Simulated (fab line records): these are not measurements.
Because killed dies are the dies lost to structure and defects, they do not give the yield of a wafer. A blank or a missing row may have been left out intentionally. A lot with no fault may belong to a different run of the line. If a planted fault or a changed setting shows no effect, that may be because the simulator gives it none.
What tool caused it? / flow sky130 / 13 lots (38 wafers sampled), 1 step of a 708-step route

## WHAT THE GAUGES SHOWED, per wafer
SKY_CAP2M_THK_MEAS_04: measures by xrf. Usual: CAP2M_TIN_THK typically reads 200.9 nm, with standard deviation 2.5.
lot=L321; measured=day 39 21:19; on=film metro-03; CAP2M_TIN_THK (nm)=202.1 203.1 202.6; flag=
lot=L320; measured=day 39 21:25; on=film metro-02; CAP2M_TIN_THK (nm)=198.5 198.0 196.5; flag=
lot=L322; measured=day 40 04:20; on=film metro-03; CAP2M_TIN_THK (nm)=200.0 204.1 201.6; flag=
lot=L323; measured=day 40 12:57; on=film metro-03; CAP2M_TIN_THK (nm)=198.2 203.2 199.8; flag=
lot=L326; measured=day 41 11:44; on=film metro-04; CAP2M_TIN_THK (nm)=201.0 199.7; flag=
lot=L334; measured=day 43 21:43; on=film metro-03; CAP2M_TIN_THK (nm)=198.4 199.1 199.4; flag=
lot=L337; measured=day 45 03:32; on=film metro-03; CAP2M_TIN_THK (nm)=196.8 198.7 199.5; flag=
lot=L339; measured=day 45 07:05; on=film metro-03; CAP2M_TIN_THK (nm)=198.1 198.4 197.7; flag=
lot=L340; measured=day 45 11:05; on=film metro-02; CAP2M_TIN_THK (nm)=202.5 202.2 200.5; flag=
lot=L338; measured=day 45 12:56; on=film metro-04; CAP2M_TIN_THK (nm)=201.4 201.1 201.0; flag=
lot=L341; measured=day 45 15:38; on=film metro-04; CAP2M_TIN_THK (nm)=196.3 198.1 197.4; flag=
lot=L342; measured=day 46 01:08; on=film metro-04; CAP2M_TIN_THK (nm)=204.5 204.5 206.1; flag=
lot=L343; measured=day 46 06:34; on=film metro-04; CAP2M_TIN_THK (nm)=201.8 200.8 201.7; flag=

## EACH LOT AND THE TOOL THAT RAN IT (in order: tool; ch and the chambers of the sampled wafers; start)
Before these readings, the record contains no process step.

## WHAT THE TOOLS THEMSELVES READ (means of the sampled wafers that have a number; where no wafer has one, the mark that the record gives instead)
The record holds no such reading with a usual standard deviation.

## THE ANSWER, worked out from the rows above alone
Rule: a lot is off if the mean of its wafers that have a number lies more than 3 standard deviations from the usual mean. A lot without any number at a reading at which 4 lots or more have one is off too. Any other lot the step has rows for is counted as sound. Order of review: gauges by route order, followed by the tools' own readings, for which a lot's mean as printed above is used. The first step at which some lot is off is used, and at that step the reading that is off furthest; a lot without a number counts as furthest.
Nothing can be told from this: no lot is off at any reading shown.

## WHAT THE SIMULATOR HAD PUT IN
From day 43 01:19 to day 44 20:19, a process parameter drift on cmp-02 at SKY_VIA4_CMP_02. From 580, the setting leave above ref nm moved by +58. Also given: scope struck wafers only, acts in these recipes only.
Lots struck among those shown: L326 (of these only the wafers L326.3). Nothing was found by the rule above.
